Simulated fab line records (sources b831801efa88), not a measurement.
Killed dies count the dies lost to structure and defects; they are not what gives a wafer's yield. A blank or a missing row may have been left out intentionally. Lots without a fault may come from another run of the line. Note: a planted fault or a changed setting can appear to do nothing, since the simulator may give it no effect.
Chamber matching :: flow gf180mcu :: GF_V1_CMP_26 on cmp-01: 4 sister chambers
The step polishes, stops on SiO2, t overpolish 15 s, target thk 0 nm. 4 wafers are shown with their chamber, then 7 later ones without.

== EACH WAFER AND ITS CHAMBER ==
wafer: L191.1
chamber: 3
motor_current_A (A): 9.2

wafer: L200.3
chamber: 0
motor_current_A (A): 9.1

wafer: L201.2
chamber: 2
motor_current_A (A): 11.1

wafer: L201.3
chamber: 1
motor_current_A (A): 12.0

== WAFERS WITH NO CHAMBER GIVEN ==
wafer: L201.4
motor_current_A (A): 8.9

wafer: L203.1
motor_current_A (A): 12.3

wafer: L203.3
motor_current_A (A): 11.5

wafer: L203.5
motor_current_A (A): 11.6

wafer: L205.3
motor_current_A (A): 11.7

wafer: L205.4
motor_current_A (A): 11.5

wafer: L205.5
motor_current_A (A): 11.6

== WHICH CHAMBER EACH WENT THROUGH ==
wafer: L201.4
from the rows above: can't be placed: 0 or 3
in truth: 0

wafer: L203.1
from the rows above: 1
in truth: 1

wafer: L203.3
from the rows above: can't be placed: 2 or 1
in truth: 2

wafer: L203.5
from the rows above: can't be placed: 1 or 2
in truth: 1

wafer: L205.3
from the rows above: can't be placed: 1 or 2
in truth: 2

wafer: L205.4
from the rows above: can't be placed: 2 or 1
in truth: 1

wafer: L205.5
from the rows above: can't be placed: 1 or 2
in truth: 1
1 of 7 placed correctly. From these rows, 6 cannot be placed; in 6 the true chamber is one of the candidates. Wrongly placed: 0.
How it was worked out, from the rows above alone: a wafer's distance from a chamber is the root of the sum, over the readings, of the square of ((its reading less the chamber's mean) divided by the reading's scatter). The wafer belongs to the nearest chamber; if the next one is less than 2 further off, it can't be placed. A chamber's mean is the mean of its shown wafers. The scatter: with one shown wafer a chamber, the root of the mean of the squares of how far each hidden wafer lies from its nearest shown one.
